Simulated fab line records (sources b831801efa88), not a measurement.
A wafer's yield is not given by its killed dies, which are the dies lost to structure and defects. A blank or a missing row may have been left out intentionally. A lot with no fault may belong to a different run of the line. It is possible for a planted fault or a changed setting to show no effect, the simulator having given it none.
The same fault as seen by 2 desks + flow gf180mcu + every desk sees just its own numbers, and what lay behind them comes last

## METROLOGY DESK
What the gauges read for every lot (on any tool): the sampled wafers with a number, averaged. Marked OUT: a lot whose mean sits more than 4 standard deviations from the usual mean, which makes it out of limits; the brackets give that distance.
Columns: A = cd nm at GF_V2_CD_MEAS_14, usual 260.3 nm
| lot  | first seen here | A                |
|------|-----------------|------------------|
| L594 | day 20 14:02    | 259.1            |
| L597 | day 21 19:58    | 259.5            |
| L599 | day 22 20:21    | 252.1 (-6.9) OUT |
| L602 | day 23 08:39    | 252.7 (-6.4) OUT |
| L608 | day 26 01:02    | 260.9            |
| L609 | day 26 01:05    | 261.3            |
| L610 | day 26 06:04    | 261.2            |
| L611 | day 26 22:32    | 260.2            |
| L612 | day 26 23:52    | 258.1            |
| L613 | day 27 04:43    | 261.0            |
| L614 | day 27 16:28    | 261.7            |
| L616 | day 27 21:53    | 259.4            |
This desk's verdict: out of limits on L599, L602, starting with L599 at day 22 20:21 (cd nm at GF_V2_CD_MEAS_14). L594, L597, L608, L609, L610, L611, L612, L613, L614, L616: within limits.

## FOR THE TOOL OWNER'S DESK: litho track-04
The tool's own readings at GF_V2_PEB_12 (peb time 90 s): means of the sampled wafers that have a number, for each lot that ran on this tool. Marked OUT: a lot whose mean sits more than 4 standard deviations from the usual mean, which makes it out of limits; the brackets give that distance.
Columns: A = chill plate temp C at GF_V2_PEB_12, usual 22.99 C; B = heater power total W at GF_V2_PEB_12, usual 85.70 W; C = plate temp C at GF_V2_PEB_12, usual 135.01 C
| lot  | first seen here | A     | B               | C                |
|------|-----------------|-------|-----------------|------------------|
| L594 | day 20 13:42    | 23.03 | 85.68           | 135.00           |
| L597 | day 21 19:37    | 23.07 | 85.70           | 134.87           |
| L599 | day 22 20:02    | 22.95 | 83.61 (-25) OUT | 132.59 (-19) OUT |
| L602 | day 23 08:20    | 23.04 | 83.59 (-25) OUT | 132.61 (-18) OUT |
| L609 | day 26 00:44    | 23.08 | 85.71           | 135.16           |
| L610 | day 26 05:43    | 22.90 | 85.72           | 134.93           |
| L611 | day 26 22:11    | 23.10 | 85.67           | 135.01           |
| L612 | day 26 23:31    | 22.99 | 85.70           | 134.89           |
| L613 | day 27 04:22    | 22.91 | 85.61           | 134.94           |
This desk's verdict: out of limits on L599, L602, starting with L599 at day 22 20:02 (heater power total W at GF_V2_PEB_12). L594, L597, L609, L610, L611, L612, L613: within limits.

## TAKEN TOGETHER
At day 22 20:02, on L599, L602, the tool owner's desk was in a position to raise an alarm.
Metrology desk: alarm possible at day 22 20:21 on L599, L602.
The lots listed all ran GF_V2_PEB_12 on litho track-04.

## WHAT THE SIMULATOR HAD PUT IN
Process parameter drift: litho track-04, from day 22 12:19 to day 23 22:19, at GF_V2_PEB_12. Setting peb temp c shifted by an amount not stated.
Lots struck among those shown: L599, L602.
Time in hours from fault onset to the first out-of-limits reading at each desk: tool owner's desk 8, metrology desk 8.
